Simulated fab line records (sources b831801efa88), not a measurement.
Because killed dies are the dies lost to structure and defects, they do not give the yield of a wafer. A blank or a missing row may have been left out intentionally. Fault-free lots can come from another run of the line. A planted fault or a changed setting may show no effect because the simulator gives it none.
Comparing a struck lot with a sound one + flow sky130 + 17 out of 708 route steps
Sound: the wafers L301.4, L301.5, L301.6. The struck wafers were L307.2, L307.5, L307.6. Last of all comes the cause.
Each step with rows lists, per side, the tool, then ch with its chambers, then its first start. Under that, the readings that differ: sound wafers + struck wafers + difference of the means + sigmas: that difference in standard deviations of wafers without a fault.
alike: words and numbers the same on both sides, and readings whose means are apart by under 2 such deviations; not compared: readings that were withheld, readings missing a value for some wafer, numbers with overlapping values and no deviation given by the record, and bounds like >300 which may hide the same value.
The two part at a step that has a row with sigmas, a row that says differs or no value, or rows on one side only. Numbers that have no deviation but don't overlap get no sigmas and don't part them. A reading that every wafer of one side lacks parts them only if that side has two wafers or more.

SKY_LDD_P_OVL_MEAS_08:
  sound on overlay-02 at day 24 03:58; struck on overlay-01 at day 25 21:07
  alike: LDD_P_OVL
then, 1 step without rows for these wafers: SKY_LDD_P_IMPLANT_09.
SKY_LDD_P_STRIP_10: strips in O2/N2.
  sound on plasma asher-02 ch 0,1, day 24 04:10; struck on plasma asher-01 ch 0,1, day 25 21:18
| reading                      | sound             | struck            | difference | sigmas |
|------------------------------|-------------------|-------------------|------------|--------|
| strip time to endpoint s (s) | 14.25 14.26 14.23 | 14.10 14.13 14.12 | -0.13      | -3     |
  alike: drypump motor current A, oes product au
  not compared: rf hours counter h
SKY_LDD_P_TW_MEAS_11:
  sound on film metro-03 at day 24 04:16; struck on film metro-04 at day 25 21:25
| reading  | sound       | struck      | difference | sigmas |
|----------|-------------|-------------|------------|--------|
| LDD_P_TW | 646 645 639 | 628 631 631 | -13        | -2     |
then, 7 steps without rows for these wafers: SKY_LDD_HVN_DEHYDRATE_00 (time 60 s); SKY_LDD_HVN_HMDS_01 (prime time 60 s); SKY_LDD_HVN_COAT_02 (resist thk 300 nm); SKY_LDD_HVN_SOFTBAKE_03 (time 60 s); SKY_LDD_HVN_EXPOSE_04 (exposes mask HVNTM, target cd 700 nm); SKY_LDD_HVN_PEB_05; SKY_LDD_HVN_DEVELOP_06 (develop time 60 s).
SKY_LDD_HVN_OVL_MEAS_07:
  sound on overlay-01 at day 25 10:13; struck on overlay-02 at day 27 02:47
  alike: LDD_HVN_OVL
SKY_LDD_HVN_IMPLANT_08:
  sound on implanter-04 ch 0, day 25 10:19; struck on implanter-04 ch 0, day 27 02:50
| reading            | sound                         | struck                        | difference | sigmas      |
|--------------------|-------------------------------|-------------------------------|------------|-------------|
| dose ions cm2      | 3.003e+13 2.998e+13 3.005e+13 | 1.482e+13 1.481e+13 1.481e+13 | -1.521e+13 | -99 or more |
| faraday current uA | 160 169 164                   | 80 82 84                      | -82        | -24         |
SKY_LDD_HVN_STRIP_09: strips in O2/N2.
  sound on plasma asher-02 ch 0,1, day 25 10:25; struck on plasma asher-04 ch 0,1, day 27 02:58
  alike: drypump motor current A, oes product au, strip time to endpoint s
  not compared: rf hours counter h
SKY_LDD_HVN_TW_MEAS_10:
  sound on film metro-04 at day 25 10:31; struck on film metro-04 at day 27 03:04
| reading    | sound          | struck         | difference | sigmas |
|------------|----------------|----------------|------------|--------|
| LDD_HVN_TW | 1421 1424 1426 | 1145 1148 1152 | -275       | -28    |
then, 1 step without rows for these wafers: SKY_LDD_HVP_DEHYDRATE_00 (time 60 s).
-- record jumps: 23 days separate the struck wafers' starts on either side; left off in module LDD_HVP, taken up again in module PAD_OPEN, whose first shown step is the route's number 708 --
SKY_PAD_OPEN_PROBE_99:
  sound on prober-01 at day 49 07:27; struck on prober-01 at day 50 05:32
| reading                                | sound             | struck            | difference | sigmas |
|----------------------------------------|-------------------|-------------------|------------|--------|
| killed_at_M4_up                        | 3 0 3             | 5 7 5             | +4         | +2     |
| model.etest.tip_n_5v.rs ohm sq         | 1400 1405 1407    | 2418 2416 2413    | +1012      |        |
| model.etest.nfet g5v0d10v5.r on ohm um | 1872 1875 1893    | 2019 2035 2020    | +145       |        |
| model.etest.tip_n_5v.rs ohm sq range   | 23.84 34.01 15.32 | 123.7 111 56.6    | +72.7      |        |
| model.etest.nfet g5v0d10v5.drive ua um | 597.3 598.2 588.9 | 566.3 567.8 572.5 | -25.9      |        |
| model.etest.nfet_05v0_nvt.drive ua um  | 565.6 566.9 563.1 | 552.8 562.1 559.8 | -7.0       |        |
| model.etest.res ndiff hv.rs ohm sq     | 113.8 113.1 113.2 | 118.3 118.2 118   | +4.8       |        |
| model.etest.ring_5v.delay ps           | 44.75 44.49 45.09 | 45.67 45.77 45.53 | +0.88      |        |
  alike: killed_at_M0_to_M3, killed at contacts, killed at front end, killed at other, killed dies, killed open, killed short
  not compared: model.etest.tip_n_5v.rs ohm sq rim less centre

## WHERE THEY PART
At SKY_LDD_P_STRIP_10 first; at SKY_PAD_OPEN_PROBE_99 last (within this record only).

WHY: what the simulator had put in
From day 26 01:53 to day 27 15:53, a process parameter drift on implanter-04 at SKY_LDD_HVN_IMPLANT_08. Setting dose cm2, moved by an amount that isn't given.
